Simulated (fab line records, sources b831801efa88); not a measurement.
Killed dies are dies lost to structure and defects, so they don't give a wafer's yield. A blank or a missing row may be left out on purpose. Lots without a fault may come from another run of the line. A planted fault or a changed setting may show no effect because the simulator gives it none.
One fault seen from 2 desks | flow sfq_line | each desk has only its own numbers; what lay behind them comes last

THE METROLOGY DESK
What the gauges read, lot by lot, whatever tool the lot ran on: means of the sampled wafers that have a number. A lot is out of limits, marked OUT, if its mean lies more than 4 standard deviations from the usual mean; the brackets give that distance.
Columns: A = JJ_NB_RS at SFQ_JJ_RS_MEAS_929, usual 1.050 ohm/sq
lot  | first seen here | A
L767 | day 47 07:14    | 1.046
L769 | day 49 07:23    | 1.046
L770 | day 49 08:33    | 1.046
L771 | day 49 09:46    | 1.055
L776 | day 56 17:29    | 1.033
L777 | day 56 18:40    | 1.041
L781 | day 57 04:14    | 1.811 (+77) OUT
L782 | day 58 07:37    | 1.059
L783 | day 61 07:41    | 1.043
L784 | day 61 10:36    | 1.052
L785 | day 61 14:10    | 1.049
L786 | day 61 14:56    | 1.069
L787 | day 61 21:11    | 1.047
This desk's finding: out of limits on L781; first on L781, day 57 04:14 (JJ_NB_RS at SFQ_JJ_RS_MEAS_929). In limits: L767, L769, L770, L771, L776, L777, L782, L783, L784, L785, L786, L787.

THE TOOL OWNER'S DESK: pvd_sputter-04
The tool's own readings at SFQ_TRILAYER_JJ_TRILAYER_DEP_SPUTTER_112 (material Nb, target thk 170 nm, time 113.3 s): means of the sampled wafers that have a number, for each lot that ran on this tool. A lot is out of limits, marked OUT, if its mean lies more than 4 standard deviations from the usual mean; the brackets give that distance.
Columns: A = chamber_pressure_pa at SFQ_TRILAYER_JJ_TRILAYER_DEP_SPUTTER_112, usual 0.13331 Pa; B = throttle_valve_pct at SFQ_TRILAYER_JJ_TRILAYER_DEP_SPUTTER_112, usual 29.8 %
lot  | first seen here | A       | B
L769 | day 49 07:14    | 0.13317 | 29.4
L770 | day 49 08:28    | 0.13296 | 29.7
L771 | day 49 09:41    | 0.13329 | 29.5
L781 | day 57 04:07    | 0.13330 | 30.2
L783 | day 61 07:35    | 0.13336 | 30.2
L786 | day 61 14:51    | 0.13336 | 29.5
This desk's finding: nothing out of limits on any of the 6 lots.

PUT TOGETHER
The metrology desk could have raised an alarm at day 57 04:14, on L781.
The tool owner's desk saw nothing out of limits.
The tool owner's desk has L781 on record, within its limits.
Of the lots named, all ran SFQ_TRILAYER_JJ_TRILAYER_DEP_SPUTTER_112 on pvd_sputter-04.

WHAT THE SIMULATOR HAD PUT IN
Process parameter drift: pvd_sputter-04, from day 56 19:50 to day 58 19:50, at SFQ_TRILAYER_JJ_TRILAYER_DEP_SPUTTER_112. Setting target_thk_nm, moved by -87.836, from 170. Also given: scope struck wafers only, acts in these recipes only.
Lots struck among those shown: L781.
Hours from the fault's start to each desk's first reading out of limits: the metrology desk, 8.
